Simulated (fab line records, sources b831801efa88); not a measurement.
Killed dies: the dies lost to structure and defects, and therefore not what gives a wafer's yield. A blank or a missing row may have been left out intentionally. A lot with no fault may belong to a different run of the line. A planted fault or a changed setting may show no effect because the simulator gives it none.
Check of tool commonality ; flow sky130 ; 13 lots and 39 wafers in the sample

## WHY IT WAS OPENED
SKY_SONOS_ONO_THK_MEAS_05, reading SONOS_ONO_CVD_04_THK: flagged on 1 of 13 lots. Wafers without a fault read 5.76 nm, standard deviation 0.096.
Rule: flag the lot when none of its wafers has a number, or when each of its wafers that has one lies beyond 4 standard deviations from that mean. As for the other lots, they are considered sound.

lot;measured;on;SONOS_ONO_CVD_04_THK (nm), wafer by wafer;flag
L215;day 12 04:35;film_metro-04;5.68 5.64 5.64;
L216;day 12 05:50;film_metro-03;5.89 5.84 5.83;
L217;day 12 20:09;film_metro-03;5.75 5.65 5.73;
L219;day 13 08:59;film_metro-03;5.68 5.82 5.75;
L220;day 13 17:04;film_metro-03;5.82 5.76 5.72;
L221;day 13 23:07;film_metro-04;5.64 5.60 5.77;
L222;day 14 05:25;film_metro-02;5.75 5.75 5.72;
L225;day 15 10:42;film_metro-03;5.84 5.81 5.90;
L226;day 15 14:57;film_metro-03;5.98 5.88 5.78;
L227;day 16 06:07;film_metro-02;5.78 5.77 5.72;
L228;day 16 06:08;film_metro-04;5.57 5.55 5.55;
L232;day 17 10:02;film_metro-04;5.59 5.67 5.60;
L233;day 17 19:41;film_metro-03;5.29 5.28 5.23;FLAGGED
Average over the flagged lots: 5.27 nm; offset from the usual -0.49 nm, equal to -5 standard deviations.

## WHICH TOOL EACH LOT WENT THROUGH
The record holds 1 process step before the reading, out of a route of 708 steps. Every cell lists first the tool, next ch and the chambers used by the sampled wafers, and last the start.
lot;flag;SKY_SONOS_ONO_CVD_04
L215;;lpcvd-03 ch 1, day 12 03:20
L216;;lpcvd-03 ch 0, day 12 04:35
L217;;lpcvd-03 ch 0, day 12 18:53
L219;;lpcvd-03 ch 0, day 13 07:43
L220;;lpcvd-03 ch 1, day 13 15:49
L221;;lpcvd-03 ch 1, day 13 21:52
L222;;lpcvd-03 ch 0, day 14 04:10
L225;;lpcvd-03 ch 1, day 15 09:27
L226;;lpcvd-03 ch 1, day 15 13:42
L227;;lpcvd-03 ch 1, day 16 04:52
L228;;lpcvd-03 ch 0, day 16 04:52
L232;;lpcvd-03 ch 0, day 17 08:47
L233;FLAGGED;lpcvd-03 ch 1, day 17 18:25
These steps, and what they do:
- SKY_SONOS_ONO_CVD_04: deposits SiO2 from SiH4/N2O, target thk 5.7199 nm.
- SKY_SONOS_ONO_THK_MEAS_05

## FLAGGED AGAINST TOTAL, ONE TOOL AT A TIME (gauges that did the reading follow at the end)
step;tool;lots run;flagged;share of the flagged lots;sound lots run after its first flagged lot
SKY_SONOS_ONO_CVD_04;lpcvd-03;13;1;all;0
SKY_SONOS_ONO_THK_MEAS_05;film_metro-02;2;0;none;-
SKY_SONOS_ONO_THK_MEAS_05;film_metro-03;7;1;all;0
SKY_SONOS_ONO_THK_MEAS_05;film_metro-04;4;0;none;-

## THE TABLE: WHAT IT ALLOWS
In 2 table rows, all flagged lots were run: lpcvd-03 (SKY_SONOS_ONO_CVD_04), film_metro-03 (SKY_SONOS_ONO_THK_MEAS_05).
- lpcvd-03 at SKY_SONOS_ONO_CVD_04 ran 13 lots, 1 of them flagged. A fault beginning between L232 (day 17 08:47), its last sound lot, and L233 (day 17 18:25), its first flagged one, fits the data.
- film_metro-03 at SKY_SONOS_ONO_THK_MEAS_05 ran 7 lots, 1 of them flagged. A fault beginning between L226 (day 15 14:57), its last sound lot, and L233 (day 17 19:41), its first flagged one, fits the data.
A lot count leaves these 2 tools indistinguishable: every one of them fits a fault beginning at some hour. More lots, or a look at what each step does to the wafer, might.

## WHAT THE SIMULATOR PUT IN
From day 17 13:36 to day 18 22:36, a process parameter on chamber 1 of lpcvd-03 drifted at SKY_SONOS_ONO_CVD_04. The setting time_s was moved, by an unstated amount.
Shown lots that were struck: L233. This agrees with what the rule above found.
